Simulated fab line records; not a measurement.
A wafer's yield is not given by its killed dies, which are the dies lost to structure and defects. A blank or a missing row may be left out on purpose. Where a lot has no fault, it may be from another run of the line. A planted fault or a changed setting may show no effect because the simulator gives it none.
A struck lot beside a sound one -- flow sky130 -- 33 out of 708 route steps
Sound: wafers L346.3, L346.5, L346.6. Struck: wafer L357.3. (L357.2, L357.4 of the same lot were not struck and are left out.) The cause comes at the end.
For every step that has rows: the tool of each side, followed by ch and its chambers, followed by its first start. Under that, the readings that differ: sound wafers -- struck wafers -- difference of the means -- sigmas: that difference in standard deviations of wafers without a fault.
alike: same words and numbers on both sides, and readings whose means sit less than 2 such deviations apart. not compared: any withheld reading, any reading some wafer has no value for, any bound like >300 that may hide the same value, and any number with overlapping values for which the record gives no deviation.
Wherever a step has rows on one side only, a row that says differs or no value, or a row with sigmas, the two part there. Non-overlapping numbers with no deviation appear without sigmas and do not part them. Lack of a reading on every wafer of one side parts them only where that side has two or more wafers.

first, 4 steps without rows for these wafers: SKY_LOCAL_INTERCONNECT_SOFTBAKE_07 (time 90 s); SKY_LOCAL_INTERCONNECT_EXPOSE_08 (exposes mask LI1M, target cd 170 nm); SKY_LOCAL_INTERCONNECT_PEB_09; SKY_LOCAL_INTERCONNECT_DEVELOP_10 (develop time 60 s).
SKY_LOCAL_INTERCONNECT_CD_MEAS_11 targets a cd of 170 nm.
  sound on cd sem-01 at day 31 08:31; struck on cd sem-02 at day 34 00:25
  alike: cd nm
SKY_LOCAL_INTERCONNECT_OVL_MEAS_12:
  sound on overlay-02 at day 31 08:37; struck on overlay-02 at day 34 00:31
  alike: LOCAL_INTERCONNECT_OVL
then, 1 step without rows for these wafers: SKY_LOCAL_INTERCONNECT_ETCH_13 (etches BARC in N2/H2, stops on SiO2, time 45.9 s, target depth 60 nm).
SKY_LOCAL_INTERCONNECT_METAL_ETCH_14: etches TiN in Cl2/BCl3, stops on PSG, target depth 110 nm, time 31.4 s.
  sound on rie metal-01 ch 0,1, day 31 08:43; struck on rie metal-01 ch 1, day 34 00:37
  alike: drypump motor current A, he backside leak sccm, oes product au, throttle valve pct
  not compared: rf hours counter h
SKY_LOCAL_INTERCONNECT_STRIP_15: strips in O2/N2.
  sound on plasma asher-01 ch 0,1, day 31 08:47; struck on plasma asher-04 ch 0, day 34 00:40
  alike: drypump motor current A, oes product au, strip time to endpoint s
  not compared: rf hours counter h
then, 3 steps without rows for these wafers: SKY_LOCAL_INTERCONNECT_STRIP_16 (strips in post etch residue remover, time 1200 s); SKY_LOCAL_INTERCONNECT_CLEAN_17 (cleans in IPA, time 180 s); SKY_LOCAL_INTERCONNECT_CLEAN_18 (cleans in O3/DIW).
SKY_CONTACT_CVD_00: deposits Si3N4, target thk 75 nm.
  sound on pecvd-01 ch 0,2, day 31 09:21; struck on pecvd-03 ch 0, day 34 01:19
reading,sound,struck,difference,sigmas
model.Si3N4_of_CONTACT_CVD_00.thk nm (nm),74.25 74.01 74.76,80.13,+5.79,
  alike: heater power w
SKY_CONTACT_THK_MEAS_01:
  sound on film metro-04 at day 31 09:24; struck on film metro-02 at day 34 01:22
reading,sound,struck,difference,sigmas
CONTACT_CVD_00_THK (nm),74.2 74.0 74.8,80.1,+5.8,+6
then, 1 step without rows for these wafers: SKY_CONTACT_HDPCVD_02 (deposits SiO2, target thk 565 nm, time 94.2 s).
SKY_CONTACT_THK_MEAS_03:
  sound on film metro-02 at day 31 09:32; struck on film metro-01 at day 34 01:29
  alike: CONTACT_HDPCVD_THK
then, 1 step without rows for these wafers: SKY_CONTACT_CMP_04 (polishes SiO2).
SKY_CONTACT_BOW_MEAS_05:
  sound on film metro-04 at day 31 10:12; struck on film metro-04 at day 34 01:52
  alike: CONTACT_BOW
then, 8 steps without rows for these wafers: SKY_CONTACT_DEHYDRATE_06 (time 60 s); SKY_CONTACT_HMDS_07 (prime time 60 s); SKY_CONTACT_COAT_08 (resist thk 60 nm); SKY_CONTACT_COAT_09 (resist thk 450 nm); SKY_CONTACT_SOFTBAKE_10 (time 90 s); SKY_CONTACT_EXPOSE_11 (exposes mask CTM1, target cd 170 nm); SKY_CONTACT_PEB_12; SKY_CONTACT_DEVELOP_13 (develop time 60 s).
SKY_CONTACT_CD_MEAS_14 targets a cd of 170 nm.
  sound on cd sem-01 at day 32 13:31; struck on cd sem-02 at day 35 04:15
  alike: cd nm
SKY_CONTACT_OVL_MEAS_15:
  sound on overlay-02 at day 32 13:37; struck on overlay-02 at day 35 04:22
  alike: CONTACT_OVL
SKY_CONTACT_ETCH_16: etches BARC in N2/H2, stops on SiO2, time 45.9 s, target depth 60 nm.
  sound on rie diel-02 ch 0,2,3, day 32 13:38; struck on rie diel-02 ch 1, day 35 04:23
reading,sound,struck,difference,sigmas
throttle valve pct (%),13.227 13.223 13.223,13.244,+0.020,+2
  alike: drypump motor current A, oes product au
  not compared: rf hours counter h
SKY_CONTACT_ETCH_17: etches SiO2 in C4F8/O2/Ar, stops on Si3N4, target depth 340 nm.
  sound on rie diel-02 ch 0,2,3, day 32 13:41; struck on rie diel-02 ch 1, day 35 04:26
  alike: oes product au
SKY_CONTACT_ETCH_18: etches Si3N4 in CHF3/O2, stops on TiN, time 39 s, target depth 75 nm.
  sound on rie diel-02 ch 0,2,3; struck on rie diel-02 ch 1
reading,sound,struck,difference,sigmas
oes product au (a.u.),0.843 0.848 0.854,0.894,+0.046,+6
model.etch.depth nm (nm),74.25 74.01 74.76,80.13,+5.79,
  alike: O2_flow_sccm, drypump motor current A, throttle valve pct
  not compared: rf hours counter h
SKY_CONTACT_STRIP_19: strips in O2/N2.
  sound on plasma asher-02 ch 0,1, day 32 13:49; struck on plasma asher-03 ch 1, day 35 04:31
  alike: drypump motor current A, oes product au, strip time to endpoint s
  not compared: rf hours counter h
following that, these wafers have no rows for 1 step: SKY_PAD_OPEN_PROBE_99.

## WHERE THEY PART
Earliest at SKY_CONTACT_THK_MEAS_01; latest, in this record, at SKY_CONTACT_ETCH_18. Later steps at which nothing parts them and some readings are alike: SKY_CONTACT_STRIP_19.

WHY: whatever the simulator had introduced
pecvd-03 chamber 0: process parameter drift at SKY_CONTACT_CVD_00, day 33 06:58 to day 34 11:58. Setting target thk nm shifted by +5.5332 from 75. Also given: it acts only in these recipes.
